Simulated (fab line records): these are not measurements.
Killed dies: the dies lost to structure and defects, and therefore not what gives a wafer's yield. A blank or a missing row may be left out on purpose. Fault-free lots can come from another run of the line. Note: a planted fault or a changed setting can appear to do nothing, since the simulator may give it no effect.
Which tool did it? ; flow sky130 ; 6 lots (18 wafers sampled), 1 step of a 708-step route

## WHAT THE GAUGES READ, wafer by wafer
SKY_CONTACT_CD_MEAS_14 targets a cd of 170 nm.
lot;measured;on;cdNm (nm)
L368;day 32 04:51;cdSem-01;169.1 168.7 170.5
L370;day 32 20:02;cdSem-01;171.4 170.2 168.8
L373;day 33 17:32;cdSem-02;171.1 171.0 172.6
L376;day 35 02:05;cdSem-01;171.5 169.4 170.5
L385;day 37 15:50;cdSem-01;171.4 171.0 170.6
L389;day 38 20:31;cdSem-01;168.5 167.0 168.6

## WHAT TOOL EACH LOT RAN ON (gives the tool, then ch and the chambers of the sampled wafers, and finally the start)
Before these readings, the record contains no process step.

## THE ANSWER, worked out from the rows above alone
Rule: the lots themselves supply what counts as usual. The widest of any qualifying gaps counts: lots, ordered by their means at a reading, are off when they make up no more than a third of the lots, leave a main group of 4 or more, and stand apart from it by 3 or more times the standard deviation of that group's means. A main group is skipped when, at the precision printed for the reading in the tables above, its means are all equal. Also off: a lot with no number at a reading for which 4 or more lots have one. Where the step has rows for the other lots, those lots are counted as sound.
No lot is off on any of the readings shown, so nothing can be concluded from this.

## WHAT THE SIMULATOR HAD PUT IN
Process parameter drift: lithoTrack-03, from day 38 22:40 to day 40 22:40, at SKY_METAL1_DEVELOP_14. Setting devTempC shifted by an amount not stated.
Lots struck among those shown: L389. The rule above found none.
